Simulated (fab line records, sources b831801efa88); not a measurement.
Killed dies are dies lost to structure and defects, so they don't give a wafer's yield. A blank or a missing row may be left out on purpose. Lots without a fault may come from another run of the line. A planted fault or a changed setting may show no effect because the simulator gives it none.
fab line records | flow sky130
record lots=6 wafers=18 last_day=50
route steps=708 shown CAP2M@604
lots that met no fault: from a run of the same line without faults
start_h: hours from the record's first day to the start of the lot's first wafer shown | wait_h: hours since the lot's step before | " the same as in the row above | L1.1+2: a row that stands for several wafers | - no value, or no start given | * or withheld: withheld | < > ~ a bound
route shown NAME@n: a module of which the file shows steps, and the number in the route of the first | usual: mean/standard deviation of fault-free wafers | same: alike in all rows | chamber/n: place in a boat | sites: the reading at each site | _std_site: their standard deviation | _edge_site: outer sites' mean less inner sites' | radius_mm: how far each site lies from the wafer's centre | mask NAME#n: copy n | behind: the tool/chamber that last shaped the wafer | hold: why the lot was held/for how many hours/how that ended | device: the transistor (n, p or np) that didn't switch | end of line: the same wafers' tests at the end of the route | a step without rows: its recipe alone | killed: dies lost to structure and defects at the first sort, not the wafer's yield | map: a wafer's dies, x killed, . not, _ none there
set.NAME: the setting as run; set.NAME@STEP: as run at that earlier step | model.NAME: the simulator's own value behind a step, which no gauge read
lots at some steps of the route; a table a step, a row a wafer
services: from which hour (start_h, from the record's first day; less than 0 if before it) a tool's chamber was out of use, for how many hours, and why
## steps
# step SKY_CAP2M_THK_MEAS_01
# recipe reads=SiO2_of_CAP2M_CVD_00
# usual CAP2M_CVD_00_THK=15.57/0.24
# columns lot.wafer tool chamber start_h wait_h CAP2M_CVD_00_THK[nm]
L559.3 film_metro-04 - 1021.11 - 15.68
L559.4 " - " " 15.38
L559.6 " - " " 15.60
L564.1 film_metro-02 - 1028.01 - 15.62
L564.3 " - " " 15.68
L564.4 " - " " 15.60
L566.3 film_metro-04 - 1029.02 - 15.49
L566.5 " - " " 15.89
L566.6 " - " " 15.77
L572.2 film_metro-04 - 1061.52 - 15.58
L572.4 " - " " 16.10
L572.6 " - " " 16.11
L573.2 film_metro-04 - 1092.65 - 15.44
L573.4 " - " " 15.47
L573.6 " - " " 15.60
L574.2 film_metro-02 - 1093.63 - 15.43
L574.5 " - " " 15.64
L574.6 " - " " 15.12
# step SKY_CAP2M_SPUTTER_02
# recipe material=TiN target_thk_nm=200 temp_c=300 power_w=6500 time_s=166.7 chamber_pressure_pa=0.4
# usual susceptor_temp_C=300.01/0.2 throttle_valve_pct=30.5/0.92
# same time_s=166.7
# columns lot.wafer tool chamber start_h wait_h susceptor_temp_C throttle_valve_pct
L559.3 pvd_sputter-04 - 1021.15 0.0 299.86 30.9
L559.4 " - " " 300.03 29.7
L559.6 " - " " 299.99 30.7
L564.1 pvd_sputter-03 - 1028.07 0.1 299.93 32.1
L564.3 " - " " 299.68 30.7
L564.4 " - " " 300.04 30.8
L566.3 pvd_sputter-01 - 1029.06 0.0 300.23 29.8
L566.5 " - " " 300.05 29.9
L566.6 " - " " 300.20 29.8
L572.2 pvd_sputter-01 - 1061.57 0.0 299.96 29.4
L572.4 " - " " 299.79 29.5
L572.6 " - " " 299.72 29.6
L573.2 pvd_sputter-04 - 1092.70 0.0 300.03 30.8
L573.4 " - " " 300.04 30.0
L573.6 " - " " 299.92 31.1
L574.2 pvd_sputter-04 - 1093.68 0.0 299.57 31.2
L574.5 " - " " 300.03 29.6
L574.6 " - " " 300.00 30.8
# step SKY_CAP2M_RS_MEAS_03
# recipe thk_meas_gauge=four-point-probe reads=TiN_of_CAP2M_SPUTTER_02
# usual CAP2M_TIN_RS=6.87/0.082
# columns lot.wafer tool chamber start_h wait_h CAP2M_TIN_RS[ohm/sq]
L559.3 film_metro-02 - 1021.30 0.1 6.88
L559.4 " - " " 6.84
L559.6 " - " " 6.96
L564.1 film_metro-03 - 1028.17 0.1 6.90
L564.3 " - " " 6.88
L564.4 " - " " 6.86
L566.3 film_metro-02 - 1029.21 0.1 6.96
L566.5 " - " " 7.03
L566.6 " - " " 6.89
L572.2 film_metro-03 - 1061.70 0.1 6.71
L572.4 " - " " 6.88
L572.6 " - " " 6.70
L573.2 film_metro-04 - 1092.83 0.1 6.80
L573.4 " - " " 6.78
L573.6 " - " " 6.79
L574.2 film_metro-03 - 1093.81 0.1 6.85
L574.5 " - " " 6.82
L574.6 " - " " 6.87
# step SKY_CAP2M_THK_MEAS_04
# recipe thk_meas_gauge=xrf reads=TiN_of_CAP2M_SPUTTER_02
# usual CAP2M_TIN_THK=203.1/2.4
# columns lot.wafer tool chamber start_h wait_h CAP2M_TIN_THK[nm]
L559.3 film_metro-02 - 1021.40 0.1 202.9
L559.4 " - " " 204.6
L559.6 " - " " 200.3
L564.1 film_metro-03 - 1028.29 0.1 202.1
L564.3 " - " " 203.3
L564.4 " - " " 203.4
L566.3 film_metro-02 - 1029.31 0.1 201.5
L566.5 " - " " 199.3
L566.6 " - " " 202.9
L572.2 film_metro-03 - 1061.81 0.1 208.1
L572.4 " - " " 203.6
L572.6 " - " " 208.2
L573.2 film_metro-04 - 1092.94 0.1 204.0
L573.4 " - " " 204.1
L573.6 " - " " 204.4
L574.2 film_metro-03 - 1093.92 0.1 202.5
L574.5 " - " " 204.4
L574.6 " - " " 203.9
# step SKY_CAP2M_DEHYDRATE_05
# recipe temp_c=200 time_s=60
# step SKY_CAP2M_HMDS_06
# recipe prime_time_s=60 prime_temp_c=120
# step SKY_CAP2M_COAT_07
# recipe resist=NOVOLAK spin_rpm=3000 resist_thk_nm=1140
# step SKY_CAP2M_SOFTBAKE_08
# recipe temp_c=90 time_s=60 resist=NOVOLAK
# step SKY_CAP2M_EXPOSE_09
# recipe mask_id=CAP2M na=0.6 source_shape=conventional sigma_outer=0.6 polarization=unpolarized target_cd_nm=1000 dose_mj=159
# step SKY_CAP2M_PEB_10
# recipe temp_c=withheld time_s=* resist=NOVOLAK
# step SKY_CAP2M_DEVELOP_11
# recipe resist=NOVOLAK developer=TMAH develop_time_s=60 dev_temp_c=23
# step SKY_CAP2M_OVL_MEAS_12
# usual CAP2M_OVL=-0.1/1.4
# columns lot.wafer tool chamber start_h wait_h CAP2M_OVL[nm]
L559.3 overlay-01 - 1042.82 0.1 0.8
L559.4 " - " " 1.3
L559.6 " - " " -0.2
L564.1 overlay-01 - 1049.51 0.1 1.9
L564.3 " - " " 0.0
L564.4 " - " " 0.1
L566.3 overlay-01 - 1050.47 0.1 -1.1
L566.5 " - " " -0.6
L566.6 " - " " 1.0
L572.2 overlay-01 - 1082.07 0.1 -2.1
L572.4 " - " " -2.1
L572.6 " - " " -3.7
L573.2 overlay-02 - 1111.82 0.1 -0.6
L573.4 " - " " 1.3
L573.6 " - " " 1.2
L574.2 overlay-01 - 1112.81 0.1 1.1
L574.5 " - " " 1.3
L574.6 " - " " 2.1
# step SKY_CAP2M_METAL_ETCH_13
# recipe target_depth_nm=220 stop_on=SiO2 chemistry=Cl2/BCl3 target=TiN pressure_mtorr=10 icp_w=900 bias_w=48.5 Cl2_flow_sccm=60 bcl3_flow_sccm=30 time_s=62.9
# usual drypump_motor_current_A=5.8/0.62 oes_product_au=0.945/0.0076 throttle_valve_pct=21.899/0.011
# same time_s=62.9
# columns lot.wafer tool chamber start_h wait_h drypump_motor_current_A oes_product_au rf_hours_counter_h throttle_valve_pct model.NOVOLAK_of_CAP2M_COAT_07.thk_nm model.etch.depth_nm model.CAP2M.feature_depth_nm
L559.3 rie_metal-01 0 1042.87 0.0 6.8 0.943 - 21.917 986 200.8 200.8
L559.4 " 1 " " 4.7 0.946 - 21.879 990.4 202.2 202.2
L559.6 " 1 " " 4.7 0.949 - 21.906 987.9 198.9 198.9
L564.1 rie_metal-04 1 1049.55 0.0 4.8 0.936 5 21.888 996.2 199.2 199.2
L564.3 " 1 " " 4.8 0.941 - 21.907 997.2 200.8 200.8
L564.4 " 0 " " 6.0 0.945 - 21.910 1000 201.2 201.2
L566.3 rie_metal-01 1 1050.52 0.0 4.8 0.943 - 21.898 997.6 198.7 198.7
L566.5 " 0 " " 6.8 0.931 - 21.908 996.3 197 197
L566.6 " 1 " " 4.8 0.949 - 21.889 1000 200.7 200.7
L572.2 rie_metal-04 0 1082.10 0.0 6.0 0.872 15 21.962 1024 173.2 173.2
L572.4 " 0 " " 5.9 0.873 - 21.962 1022 173.5 173.5
L572.6 " 1 " " 4.8 0.899 - 21.935 1020 182.1 182.1
L573.2 rie_metal-04 0 1111.85 0.0 6.0 0.874 17 21.947 1026 174.4 174.4
L573.4 " 1 " " 4.8 0.887 - 21.939 1022 180.8 180.8
L573.6 " 1 " " 4.8 0.887 - 21.923 1023 180.8 180.8
L574.2 rie_metal-03 0 1112.84 0.0 6.0 0.947 9 21.893 993.5 201.2 201.2
L574.5 " 0 " " 6.0 0.947 - 21.898 993.8 202.5 202.5
L574.6 " 1 " " 6.0 0.942 - 21.891 989.8 201.2 201.2
# step SKY_CAP2M_STRIP_14
# recipe chemistry=O2/N2 power_w=1400 pressure_mtorr=1500 platen_temp_c=withheld o2_flow_sccm=3000 n2_flow_sccm=300 overash_fraction=0.5
# usual drypump_motor_current_A=5.6/0.43 oes_product_au=0.710/0.0049 strip_time_to_endpoint_s=12.65/0.043
# columns lot.wafer tool chamber start_h wait_h drypump_motor_current_A oes_product_au rf_hours_counter_h strip_time_to_endpoint_s
L559.3 plasma_asher-03 0 1042.96 0.1 5.5 0.709 - 12.58
L559.4 " 1 " " 5.3 0.712 - 12.62
L559.6 " 0 " " 5.5 0.710 - 12.58
L564.1 plasma_asher-03 0 1049.63 0.1 5.5 0.710 30 12.67
L564.3 " 1 " " 5.3 0.712 - 12.69
L564.4 " 0 " " 5.5 0.713 - 12.73
L566.3 plasma_asher-02 0 1050.61 0.1 5.5 0.705 - 12.71
L566.5 " 0 " " 5.5 0.705 - 12.66
L566.6 " 1 " " 4.9 0.707 - 12.75
L572.2 plasma_asher-04 1 1082.18 0.1 6.2 0.708 2 12.94
L572.4 " 0 " " 5.9 0.716 - 12.93
L572.6 " 1 " " 6.2 0.705 - 12.89
L573.2 plasma_asher-02 0 1111.93 0.1 5.5 0.719 72 12.97
L573.4 " 1 " " 4.9 0.718 - 12.92
L573.6 " 1 " " 5.0 0.705 - 12.94
L574.2 plasma_asher-03 0 1112.92 0.1 5.5 0.710 35 12.66
L574.5 " 1 " " 5.3 0.721 - 12.66
L574.6 " 0 " " 5.5 0.721 - 12.62
# step SKY_CAP2M_STRIP_15
# recipe chemistry=post_etch_residue_remover time_s=1200 temp_c=72.5
## services
# columns tool chamber start_h hours kind
pvd_sputter-03 1 1020.88 - consumable_replace:kit
pvd_sputter-03 1 1020.88 18.0 scheduled_down
pvd_sputter-03 1 1020.88 18.0 vent_cycle
pvd_sputter-04 1 1028.98 - consumable_replace:kit
pvd_sputter-04 1 1028.98 18.0 scheduled_down
pvd_sputter-04 1 1028.98 18.0 vent_cycle
plasma_asher-04 - 1055.25 9.0 pm
plasma_asher-04 0 1055.25 9.0 vent_cycle
plasma_asher-04 1 1055.25 9.0 vent_cycle
pvd_sputter-03 - 1061.07 1.1 repair
pvd_sputter-01 - 1062.42 2.5 repair
plasma_asher-04 0 1064.25 - clean
plasma_asher-04 1 1064.25 - clean
plasma_asher-03 - 1085.09 14.6 pm
pvd_sputter-04 0 1096.79 - consumable_replace:kit
pvd_sputter-04 0 1096.79 18.0 scheduled_down
pvd_sputter-04 0 1096.79 18.0 vent_cycle
rie_metal-01 1 1104.24 10.0 repair
## key
first_sign step=SKY_CAP2M_METAL_ETCH_13 reading=oes_product_au direction=down sigmas=8.3 usual=0.945 struck=0.882
effect step=SKY_CAP2M_METAL_ETCH_13 reading=throttle_valve_pct direction=up sigmas=4 usual=21.899 struck=21.945
effect step=SKY_CAP2M_STRIP_14 reading=strip_time_to_endpoint_s direction=up sigmas=6.4 usual=* struck=*
model_effect step=SKY_CAP2M_METAL_ETCH_13 value=NOVOLAK_of_CAP2M_COAT_07.thk_nm without=996.6 struck=1023
more_kills_born_at SKY_CAP2M_METAL_ETCH_13@rie_metal-04=1190
met_at SKY_CAP2M_METAL_ETCH_13
struck_wafers L572.2,L572.4,L572.6,L573.2,L573.4,L573.6
later_rows_left_out L572.2,L572.4,L572.6,L573.2,L573.4,L573.6
sort_left_out L573.2,L573.4,L573.6
onset_between 1049.55 1082.10
fault kind=process_parameter_drift tool=rie_metal-04 chamber=- onset_h=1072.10 steps=SKY_CAP2M_METAL_ETCH_13 channel=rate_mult offset=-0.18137 shape=step end_h=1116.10
# sort_left_out: the simulated sort isn't trusted on such a fault, so these wafers' sort isn't shown, and their yield isn't known
# later_rows_left_out: the simulator's readings of these wafers behind a module that went badly wrong aren't trusted and aren't shown, but for the sort
